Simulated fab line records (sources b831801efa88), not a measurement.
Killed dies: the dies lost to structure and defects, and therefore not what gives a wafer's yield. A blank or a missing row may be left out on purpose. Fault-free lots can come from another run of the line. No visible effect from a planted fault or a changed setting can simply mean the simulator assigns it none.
Struck lot and sound lot, side by side / flow sky130 / 21 out of 708 route steps
Sound: the wafers L286.2, L286.3, L286.4. Struck: wafers L292.2, L292.4, L292.6. At the end, the cause is stated.
Order at every step that has rows: each side's tool, ch and its chambers, its first start. Under that, the readings that differ: sound wafers / struck wafers / difference of the means / sigmas: that difference in standard deviations of wafers without a fault.
alike: readings whose means differ by less than 2 such deviations, and words and numbers that are the same on both sides. not compared: withheld readings, readings that some wafer has no value for, bounds like >300 that may hide the same value, and numbers for which the record gives no deviation and whose values overlap.
The two part at a step that has a row with sigmas, a row that says differs or no value, or rows on one side only. Numbers that have no deviation but don't overlap get no sigmas and don't part them. A reading that every wafer of one side lacks parts them only if that side has two wafers or more.

first, 6 steps without rows for these wafers: SKY_LDD_N_IMPLANT_10; SKY_LDD_N_IMPLANT_11; SKY_LDD_N_IMPLANT_12; SKY_LDD_N_IMPLANT_13; SKY_LDD_N_IMPLANT_14; SKY_LDD_N_IMPLANT_15.
SKY_LDD_N_STRIP_16: strips in O2/N2.
  sound on plasmaAsher-03 ch 0,1, day 17 18:04; struck on plasmaAsher-03 ch 0,1, day 19 18:44
  alike: drypumpMotorCurrentA, o2FlowSccm, oesProductAu, stripTimeToEndpointS
  not compared: rfHoursCounterH
SKY_LDD_N_TW_MEAS_17:
  sound on filmMetro-04, day 17 18:11; struck on filmMetro-04, day 19 18:50
  alike: LDD_N_TW
then, 4 steps without rows for these wafers: SKY_LDD_P_DEHYDRATE_00 (time 60 s); SKY_LDD_P_HMDS_01 (prime time 60 s); SKY_LDD_P_COAT_02 (resist thk 1140 nm); SKY_LDD_P_SOFTBAKE_03 (time 60 s).
SKY_LDD_P_EXPOSE_04: exposes mask PSDM, target cd 380 nm.
  sound on ilineStepper-02 ch 0, day 18 08:56; struck on ilineStepper-02 ch 0, day 20 10:11
reading=mask; sound=PSDM#0 PSDM#0 PSDM#0; struck=NTM#0 NTM#0 NTM#0; difference=differs; sigmas=
  alike: stageVelMmS
then, 2 steps without rows for these wafers: SKY_LDD_P_PEB_05; SKY_LDD_P_DEVELOP_06 (develop time 60 s).
SKY_LDD_P_CD_MEAS_07 targets a cd of 380 nm.
  sound on cdSem-01, day 18 23:56; struck on cdSem-02, day 21 01:46
reading=cdNm (nm); sound=376.5 379.1 377.9; struck=- - -; difference=no value on the struck wafers; sigmas=
SKY_LDD_P_OVL_MEAS_08:
  sound on overlay-02, day 19 00:03; struck on overlay-01, day 21 01:52
reading=LDD_P_OVL (nm); sound=-1.1 -1.4 -1.2; struck=- - -; difference=no value on the struck wafers; sigmas=
after that, 1 step had no rows for these wafers: SKY_LDD_P_IMPLANT_09.
SKY_LDD_P_STRIP_10: strips in O2/N2.
  sound on plasmaAsher-01 ch 0,1, day 19 00:14; struck on plasmaAsher-02 ch 0,1, day 21 02:02
  alike: drypumpMotorCurrentA, o2FlowSccm, oesProductAu, stripTimeToEndpointS
  not compared: rfHoursCounterH
SKY_LDD_P_TW_MEAS_11:
  sound on filmMetro-02, day 19 00:20; struck on filmMetro-01, day 21 02:09
reading=LDD_P_TW; sound=632 629 634; struck=30 30 30; difference=-602; sigmas=-99 or more
then, 1 step without rows for these wafers: SKY_LDD_HVN_DEHYDRATE_00 (time 60 s).

== WHERE THEY PART ==
Earliest at SKY_LDD_P_EXPOSE_04; latest, in this record, at SKY_LDD_P_TW_MEAS_11.

WHY: what had been put in by the simulator
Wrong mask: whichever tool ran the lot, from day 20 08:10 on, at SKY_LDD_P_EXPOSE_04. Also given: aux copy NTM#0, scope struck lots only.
